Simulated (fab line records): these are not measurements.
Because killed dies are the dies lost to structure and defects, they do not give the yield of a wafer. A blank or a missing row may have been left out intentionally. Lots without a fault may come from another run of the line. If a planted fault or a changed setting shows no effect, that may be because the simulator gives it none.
The same fault as seen by 2 desks / flow sky130 / each desk holds nothing but its own numbers, with what lay behind them at the end

THE TOOL OWNER'S DESK: litho_track-02
The tool's own readings at SKY_VIA1_DEVELOP_11 (develop time 61.76 s): means of the sampled wafers that have a number, for each lot that ran on this tool. Any lot whose mean is over 4 standard deviations away from the usual mean is out of limits and marked OUT; that distance is given in the brackets.
Columns: A = chill_plate_temp_C at SKY_VIA1_DEVELOP_11, usual 23.02 C
lot=L911; first seen here=day 33 14:00; A=23.18
lot=L914; first seen here=day 35 01:00; A=23.10
lot=L916; first seen here=day 35 18:00; A=23.02
lot=L922; first seen here=day 37 17:00; A=22.93
lot=L930; first seen here=day 39 22:00; A=23.08
lot=L931; first seen here=day 40 02:00; A=23.11
Finding of this desk: none of the 6 lots has anything out of limits.

METROLOGY DESK
What the gauges read, lot by lot, whatever tool the lot ran on: means of the sampled wafers that have a number. Any lot whose mean is over 4 standard deviations away from the usual mean is out of limits and marked OUT; that distance is given in the brackets.
Columns: A = VIA1_HDPCVD_THK at SKY_VIA1_THK_MEAS_01, usual 1025 nm
lot=L911; first seen here=day 32 11:26; A=1025
lot=L912; first seen here=day 33 04:31; A=1036
lot=L914; first seen here=day 33 22:05; A=1039
lot=L915; first seen here=day 34 04:56; A=1032
lot=L916; first seen here=day 34 15:22; A=1011
lot=L919; first seen here=day 35 14:07; A=1021
lot=L922; first seen here=day 36 14:57; A=1026
lot=L927; first seen here=day 38 07:35; A=1011
lot=L928; first seen here=day 38 08:45; A=1035
lot=L930; first seen here=day 38 21:30; A=1019
lot=L931; first seen here=day 39 02:05; A=1023
lot=L932; first seen here=day 39 07:14; A=1020
lot=L933; first seen here=day 39 15:50; A=1028
lot=L934; first seen here=day 39 22:29; A=1022
Finding of this desk: none of the 14 lots has anything out of limits.

ALL TOGETHER
The desk of the tool owner found nothing out of limits.
Nothing out of limits was seen by the metrology desk.

WHAT THE SIMULATOR PUT IN
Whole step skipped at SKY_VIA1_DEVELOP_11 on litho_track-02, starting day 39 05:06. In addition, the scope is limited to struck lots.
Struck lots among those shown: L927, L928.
